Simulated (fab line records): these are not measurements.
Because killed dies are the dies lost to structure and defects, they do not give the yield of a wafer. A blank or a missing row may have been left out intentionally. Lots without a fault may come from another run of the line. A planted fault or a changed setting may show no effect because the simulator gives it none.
Which tool did it? -- flow sky130 -- 72 wafers sampled from 24 lots at 1 step of a route of 708

== WHAT THE GAUGES SHOWED, per wafer ==
SKY_CONTACT_RS_MEAS_25: a four-point-probe measurement. Usual: for CONTACT_W_RS the level is 0.338 ohm/sq and the standard deviation is 0.0051.
lot,measured,on,CONTACT_W_RS (ohm/sq),flag
L074,day 32 06:46,film-metro-03,0.329 0.338 0.337,
L075,day 32 09:48,film-metro-02,0.346 0.335 0.337,
L076,day 32 22:02,film-metro-01,0.329 0.338 0.328,
L077,day 33 09:51,film-metro-01,0.327 0.340 0.330,
L079,day 33 20:29,film-metro-02,0.331 0.343 0.339,
L078,day 33 22:01,film-metro-02,0.338 0.327 0.328,
L080,day 34 05:58,film-metro-02,0.331 0.329 0.330,
L081,day 34 07:19,film-metro-03,0.339 0.342 0.346,
L082,day 34 11:02,film-metro-02,0.345 0.346 0.341,
L084,day 35 01:37,film-metro-01,0.334 0.339 0.332,
L083,day 35 03:52,film-metro-02,0.342 0.343 0.347,
L085,day 35 12:20,film-metro-01,0.338 0.341 0.345,
L086,day 35 15:24,film-metro-01,0.340 0.334 0.344,
L087,day 35 15:32,film-metro-03,0.341 0.340 0.338,
L088,day 36 00:43,film-metro-02,0.337 0.336 0.336,
L089,day 36 06:18,film-metro-02,0.337 0.348 0.345,
L090,day 36 14:38,film-metro-02,0.343 0.338 0.340,
L091,day 36 17:15,film-metro-03,0.341 0.344 0.328,
L092,day 37 05:31,film-metro-01,0.336 0.337 0.338,
L093,day 37 11:37,film-metro-03,0.339 0.338 0.336,
L094,day 37 16:16,film-metro-02,0.348 0.333 0.333,
L095,day 38 05:43,film-metro-01,0.339 0.332 0.332,
L096,day 38 06:37,film-metro-02,0.340 0.337 0.335,
L097,day 38 14:07,film-metro-01,0.336 0.339 0.338,

== TOOL THAT RAN EACH LOT (tool first, then ch and the chambers of the sampled wafers, then the start) ==
Before these readings, the record contains no process step.

== WHAT THE TOOLS THEMSELVES READ (means of the sampled wafers that have a number; where no wafer has one, the mark that the record gives instead) ==
The record holds no such reading with a usual standard deviation.

== THE ANSWER, worked out from the rows above alone ==
Rule: a lot counts as off when the mean over its wafers that have a number is more than 3 standard deviations away from the usual mean. Also off: a lot with no number at a reading for which 4 or more lots have one. The other lots that the step has rows for count as sound. Order of review: gauges by route order, followed by the tools' own readings, for which a lot's mean as printed above is used. At the first step where some lot is off, the reading lying furthest off is the one used; lots without a number count as furthest.
Across all readings shown, no lot is off: no conclusion can be drawn from this.

== WHAT THE SIMULATOR HAD INSERTED ==
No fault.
